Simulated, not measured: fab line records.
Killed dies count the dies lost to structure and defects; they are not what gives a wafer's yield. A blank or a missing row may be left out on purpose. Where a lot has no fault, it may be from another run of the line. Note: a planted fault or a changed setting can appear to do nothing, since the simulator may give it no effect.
Which tool is to blame? -- flow gf180mcu -- Sampling: 11 lots, 33 wafers, 3 of 602 route steps

## WHAT EACH GAUGE READ, for each wafer
GF_VT_IMPLANT_TW_MEAS_43.
lot,measured,on,VT_IMPLANT_4_TW
L672,day 7 10:58,film_metro-03,673 674 675
L673,day 7 14:34,film_metro-03,677 677 674
L674,day 8 00:46,film_metro-02,689 689 694
L681,day 9 21:55,film_metro-01,30 30 30
L682,day 10 03:24,film_metro-02,30 30 30
L683,day 10 08:07,film_metro-02,686 688 690
L688,day 12 03:49,film_metro-01,689 687 694
L689,day 12 08:53,film_metro-01,694 691 684
L691,day 12 23:11,film_metro-02,685 687 685
L693,day 13 13:09,film_metro-02,689 693 693
L695,day 13 23:04,film_metro-03,679 676 681

## EACH LOT AND THE TOOL THAT RAN IT (in order: tool; ch and the chambers of the sampled wafers; start)
lot,GF_VT_IMPLANT_STRIP_31,GF_VT_IMPLANT_STRIP_42
L672,"plasma_asher-01 ch 0,1, day 6 20:22","plasma_asher-03 ch 0,1, day 7 10:52"
L673,"plasma_asher-01 ch 0,1, day 6 23:11","plasma_asher-02 ch 0,1, day 7 14:28"
L674,"plasma_asher-02 ch 0,1, day 7 09:05","plasma_asher-03 ch 0,1, day 8 00:40"
L681,"plasma_asher-03 ch 0,1, day 9 05:04","plasma_asher-02 ch 0,1, day 9 21:49"
L682,"plasma_asher-02 ch 0,1, day 9 09:41","plasma_asher-02 ch 0,1, day 10 03:17"
L683,"plasma_asher-02 ch 0,1, day 9 14:22","plasma_asher-03 ch 0,1, day 10 08:01"
L688,"plasma_asher-03 ch 0, day 11 08:23","plasma_asher-02 ch 0,1, day 12 03:43"
L689,"plasma_asher-01 ch 0,1, day 11 13:40","plasma_asher-01 ch 0,1, day 12 08:47"
L691,"plasma_asher-01 ch 0,1, day 12 02:56","plasma_asher-03 ch 0,1, day 12 23:05"
L693,"plasma_asher-03 ch 0,1, day 12 16:55","plasma_asher-03 ch 0,1, day 13 13:04"
L695,"plasma_asher-02 ch 1, day 13 02:05","plasma_asher-01 ch 0, day 13 22:58"
- GF_VT_IMPLANT_STRIP_31: strips in O2/N2.
- GF_VT_IMPLANT_STRIP_42: strips in O2/N2.

## THE ANSWER, worked out from the rows above alone
Rule: the usual values come from the lots themselves. The widest of any qualifying gaps counts: lots, ordered by their means at a reading, are off when they make up no more than a third of the lots, leave a main group of 4 or more, and stand apart from it by 3 or more times the standard deviation of that group's means. A main group whose means are all the same, to the digits that the tables above print for the reading, isn't used. A lot without any number at a reading at which 4 lots or more have one is off too. The other lots that the step has rows for count as sound.
Off: at GF_VT_IMPLANT_TW_MEAS_43 (VT_IMPLANT_4_TW), L681, L682. Main group: mean 685, sd 6.5.
If a tool, at a process step before that reading, ran all the lots that are off and no sound lot after the first of them, it fits. Gauges at GF_VT_IMPLANT_TW_MEAS_43: tried the same way as those tools. Of those tried, none fits.

## WHAT THE SIMULATOR HAD PUT IN
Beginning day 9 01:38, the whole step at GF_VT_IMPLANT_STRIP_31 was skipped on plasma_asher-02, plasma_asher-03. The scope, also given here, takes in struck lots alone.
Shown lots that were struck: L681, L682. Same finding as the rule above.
